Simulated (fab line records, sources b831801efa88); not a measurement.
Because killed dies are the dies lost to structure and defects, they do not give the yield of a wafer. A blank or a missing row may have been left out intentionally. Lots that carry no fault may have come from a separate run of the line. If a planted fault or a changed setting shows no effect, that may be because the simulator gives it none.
Tool commonality check -- flow sky130 -- Sampled: 12 lots, 36 wafers

== REASON IT WAS OPENED ==
SKY_LDD_P_TW_MEAS_11, reading LDD_P_TW: flagged on 2 of 12 lots. No-fault wafers: 634, standard deviation 3.9.
Rule: a lot gets a flag if all its wafers with a number sit over 4 standard deviations from that mean, or if no wafer of it has a number. The rest of the lots are taken to be sound.

lot,measured,on,"LDD_P_TW, wafer by wafer",flag
L708,day 18 17:44,film-metro-03,634 638 639,
L712,day 20 10:39,film-metro-03,637 632 638,
L713,day 20 23:28,film-metro-02,638 638 638,
L715,day 21 12:49,film-metro-03,636 633 630,
L720,day 23 14:40,film-metro-03,629 628 628,
L721,day 23 23:13,film-metro-03,581 584 583,FLAGGED
L722,day 24 05:20,film-metro-04,586 590 586,FLAGGED
L723,day 24 11:24,film-metro-02,644 644 641,
L724,day 24 22:28,film-metro-04,636 631 631,
L727,day 25 19:00,film-metro-03,627 628 627,
L728,day 26 08:04,film-metro-02,638 641 637,
L729,day 26 10:43,film-metro-02,637 636 637,
Average over the flagged lots: 585; offset from the usual -49, equal to -13 standard deviations.

== EACH LOT AND THE TOOL IT RAN ON ==
Before the reading, the record contains 2 process steps out of a 708-step route. Cell contents, in order: the tool; ch with the chambers the sampled wafers went through; the start.
lot,flag,SKY_POLY_GATE_STRIP_18,SKY_LDD_P_IMPLANT_09
L708,,"plasma-asher-02 ch 0,1, day 16 03:30","implanter-01 ch 0, day 18 17:31"
L712,,"plasma-asher-02 ch 0,1, day 17 18:24","implanter-01 ch 0, day 20 10:24"
L713,,"plasma-asher-01 ch 0,1, day 18 06:22","implanter-02 ch 0, day 20 23:16"
L715,,"plasma-asher-03 ch 0,1, day 18 18:06","implanter-04 ch 0, day 21 12:36"
L720,,"plasma-asher-03 ch 0,1, day 20 23:50","implanter-02 ch 0, day 23 14:27"
L721,FLAGGED,"plasma-asher-02 ch 0,1, day 21 08:22","implanter-01 ch 0, day 23 23:00"
L722,FLAGGED,"plasma-asher-03 ch 0,1, day 21 13:22","implanter-01 ch 0, day 24 05:05"
L723,,"plasma-asher-03 ch 0,1, day 21 19:46","implanter-02 ch 0, day 24 11:09"
L724,,"plasma-asher-03 ch 0,1, day 22 07:59","implanter-02 ch 0, day 24 22:13"
L727,,"plasma-asher-03 ch 0,1, day 23 04:28","implanter-04 ch 0, day 25 18:45"
L728,,"plasma-asher-03 ch 0,1, day 23 17:26","implanter-02 ch 0, day 26 07:52"
L729,,"plasma-asher-02 ch 0,1, day 23 22:23","implanter-02 ch 0, day 26 10:30"
These steps, and what they do:
- SKY_POLY_GATE_STRIP_18: strips in O2/N2.
- SKY_LDD_P_IMPLANT_09
- SKY_LDD_P_TW_MEAS_11

== FLAGGED AGAINST TOTAL, ONE TOOL AT A TIME (gauges that did the reading follow at the end) ==
step,tool,lots run,flagged,share of the flagged lots,sound lots run after its first flagged lot
SKY_POLY_GATE_STRIP_18,plasma-asher-01,1,0,none,-
SKY_POLY_GATE_STRIP_18,plasma-asher-02,4,1,some,1 (L729)
SKY_POLY_GATE_STRIP_18,plasma-asher-03,7,1,some,"4 (L723,L724,L727,L728)"
SKY_LDD_P_IMPLANT_09,implanter-01,4,2,all,0
SKY_LDD_P_IMPLANT_09,implanter-02,6,0,none,-
SKY_LDD_P_IMPLANT_09,implanter-04,2,0,none,-
SKY_LDD_P_TW_MEAS_11,film-metro-02,4,0,none,-
SKY_LDD_P_TW_MEAS_11,film-metro-03,6,1,some,1 (L727)
SKY_LDD_P_TW_MEAS_11,film-metro-04,2,1,some,1 (L724)

== THE TABLE: WHAT IT ALLOWS ==
Rows of the table that ran each flagged lot: 1, that is implanter-01 at SKY_LDD_P_IMPLANT_09.
- implanter-01 at SKY_LDD_P_IMPLANT_09: 2 of its 4 lots flagged. Its last sound lot is L712 (day 20 10:24), its first flagged lot L721 (day 23 23:00): a fault that began between those two fits. Its own readings lie more than 4 standard deviations out on every wafer of the flagged lots: dose-ions-cm2, faraday-current-uA.
What remains is a single tool, implanter-01 at SKY_LDD_P_IMPLANT_09.

== WHAT THE SIMULATOR HAD INSERTED ==
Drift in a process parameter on implanter-01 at SKY_LDD_P_IMPLANT_09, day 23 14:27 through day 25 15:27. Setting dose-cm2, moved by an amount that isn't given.
Shown lots that were struck: L721, L722. The rule given above showed the same thing.
